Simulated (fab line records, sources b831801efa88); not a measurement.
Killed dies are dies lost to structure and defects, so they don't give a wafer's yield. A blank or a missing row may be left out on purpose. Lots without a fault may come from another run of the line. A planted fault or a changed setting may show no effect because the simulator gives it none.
Which tool did it? | flow sky130 | 12 lots, 36 wafers sampled, at 1 step of a route of 708

WHAT THE GAUGES READ, wafer by wafer
SKY_LDD_P_OVL_MEAS_08.
lot  | measured     | on         | LDD_P_OVL (nm)
L075 | day 19 21:24 | overlay-02 | -0.1 0.1 -0.5
L077 | day 21 03:09 | overlay-01 | 1.3 3.6 2.9
L079 | day 21 15:55 | overlay-02 | -0.8 -1.7 -1.3
L080 | day 22 03:48 | overlay-01 | 0.9 -0.5 -1.2
L083 | day 22 12:01 | overlay-02 | 1.8 0.8 0.3
L086 | day 23 13:05 | overlay-02 | -1.5 -0.5 -0.9
L087 | day 23 21:48 | overlay-01 | 0.8 -1.0 -2.3
L089 | day 24 15:29 | overlay-01 | -0.4 -1.9 0.0
L091 | day 25 02:42 | overlay-02 | -0.6 -0.9 0.9
L093 | day 25 22:17 | overlay-02 | 2.0 0.7 2.0
L095 | day 26 23:01 | overlay-01 | -1.9 -1.7 -1.9
L097 | day 27 08:00 | overlay-01 | 3.5 -1.6 0.6

WHICH TOOL RAN EACH LOT (tool, then ch and the chambers of the sampled wafers, then the start)
The record holds no process step before these readings.

THE ANSWER, worked out from the rows above alone
Rule: what is usual is taken from the lots themselves. Put in order of their means at a reading, lots are off if they are a third of the lots or fewer, leave a main group of 4 or more, and stand apart from it by a gap of 3 or more times the standard deviation of the main group's means; of several such gaps the widest counts. A main group whose means are all the same, to the digits that the tables above print for the reading, isn't used. A lot without any number at a reading at which 4 lots or more have one is off too. The other lots that the step has rows for count as sound.
No lot is off at any reading shown: from this, nothing can be told.

WHAT THE SIMULATOR HAD PUT IN
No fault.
